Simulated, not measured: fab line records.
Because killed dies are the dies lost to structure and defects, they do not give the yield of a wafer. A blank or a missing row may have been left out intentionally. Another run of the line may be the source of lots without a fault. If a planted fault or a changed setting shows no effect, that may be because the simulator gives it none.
A lot that was struck, set against a sound lot :: flow sky130 :: 18 steps out of a route of 708
Sound: wafers L518.1, L518.2, L518.5. Struck: wafers L529.1, L529.3, L529.5. The cause is given at the end.
Order at every step that has rows: each side's tool, ch and its chambers, its first start. Under that, the readings that differ: sound wafers :: struck wafers :: difference of the means :: sigmas: that difference in standard deviations of wafers without a fault.
alike: readings whose means differ by less than 2 such deviations, and words and numbers that are the same on both sides. not compared: withheld readings, readings that some wafer has no value for, bounds like >300 that may hide the same value, and numbers for which the record gives no deviation and whose values overlap.
Wherever a step has rows on one side only, a row that says differs or no value, or a row with sigmas, the two part there. Numbers that don't overlap but have no deviation are shown without sigmas and don't part them. A reading that every wafer of one side lacks parts them only if that side has two wafers or more.

first, 2 steps without rows for these wafers: SKY_METAL3_CLEAN_22 (cleans in O3/DIW); SKY_VIA3_HDPCVD_00 (deposits SiO2, target thk 1635 nm, time 272.5 s).
SKY_VIA3_THK_MEAS_01:
  sound: filmMetro-04 at day 39 09:44; struck: filmMetro-03 at day 42 05:10
  alike: VIA3_HDPCVD_THK
SKY_VIA3_CMP_02: polishes SiO2.
  sound on cmp-02 ch 0,3, day 39 09:47; struck on cmp-02 ch 1,3, day 42 05:14
  alike: motorCurrentA
SKY_VIA3_BOW_MEAS_03:
  sound: filmMetro-02 at day 39 10:05; struck: filmMetro-02 at day 42 05:32
reading: VIA3_BOW (um)
sound: 101 91 96
struck: 86 63 77
difference: -21
sigmas: -2
then, 7 steps without rows for these wafers: SKY_VIA3_DEHYDRATE_04 (time 60 s); SKY_VIA3_HMDS_05 (prime time 60 s); SKY_VIA3_COAT_06 (resist thk 60 nm); SKY_VIA3_COAT_07 (resist thk 450 nm); SKY_VIA3_SOFTBAKE_08 (time 90 s); SKY_VIA3_EXPOSE_09 (exposes mask VIM3, target cd 200 nm); SKY_VIA3_PEB_10.
SKY_VIA3_DEVELOP_11: develop time 60 s.
  sound on lithoTrack-04 ch 0, day 40 09:00; struck on lithoTrack-03 ch 0, day 43 04:00
SKY_VIA3_CD_MEAS_12: target cd 200 nm.
  sound: cdSem-01 at day 40 10:00; struck: cdSem-01 at day 43 04:38
reading: cdNm (nm)
sound: 200.0 200.1 200.5
struck: 193.2 193.4 194.6
difference: -6.5
sigmas: -5
SKY_VIA3_OVL_MEAS_13:
  sound: overlay-02 at day 40 10:07; struck: overlay-01 at day 43 04:45
  alike: VIA3_OVL
SKY_VIA3_ETCH_14: etches BARC in N2/H2, stops on SiO2, time 45.9 s, target depth 60 nm.
  sound on rieDiel-03 ch 1,2,3, day 40 10:10; struck on rieDiel-03 ch 1,2,3, day 43 04:47
reading: model.VIA3.cdNm (nm)
sound: 200.2 199.2 199.4
struck: 192.9 192.2 195
difference: -6.2
sigmas: 
  alike: drypumpMotorCurrentA, oesProductAu, throttleValvePct
  not compared: rfHoursCounterH
SKY_VIA3_ETCH_15: etches SiO2 in C4F8/O2/Ar, stops on TiN, target depth 507 nm, time 78 s.
  sound on rieDiel-03 ch 1,2,3, day 40 10:12; struck on rieDiel-03 ch 1,2,3, day 43 04:50
  alike: oesProductAu
  not compared: rfHoursCounterH
-- the record jumps here: 6 days lie between the struck wafers' starts before and after (it left off in module VIA3 and takes up again in module PAD_OPEN, whose first step shown is number 708 of the route) --
SKY_PAD_OPEN_PROBE_99:
  the record has rows for the struck wafers here (prober-02, day 48 18:43) and none for the sound ones

## WHERE THEY PART
Last at SKY_PAD_OPEN_PROBE_99 as far as this record goes, first at SKY_VIA3_BOW_MEAS_03.

WHY: what the simulator had put in
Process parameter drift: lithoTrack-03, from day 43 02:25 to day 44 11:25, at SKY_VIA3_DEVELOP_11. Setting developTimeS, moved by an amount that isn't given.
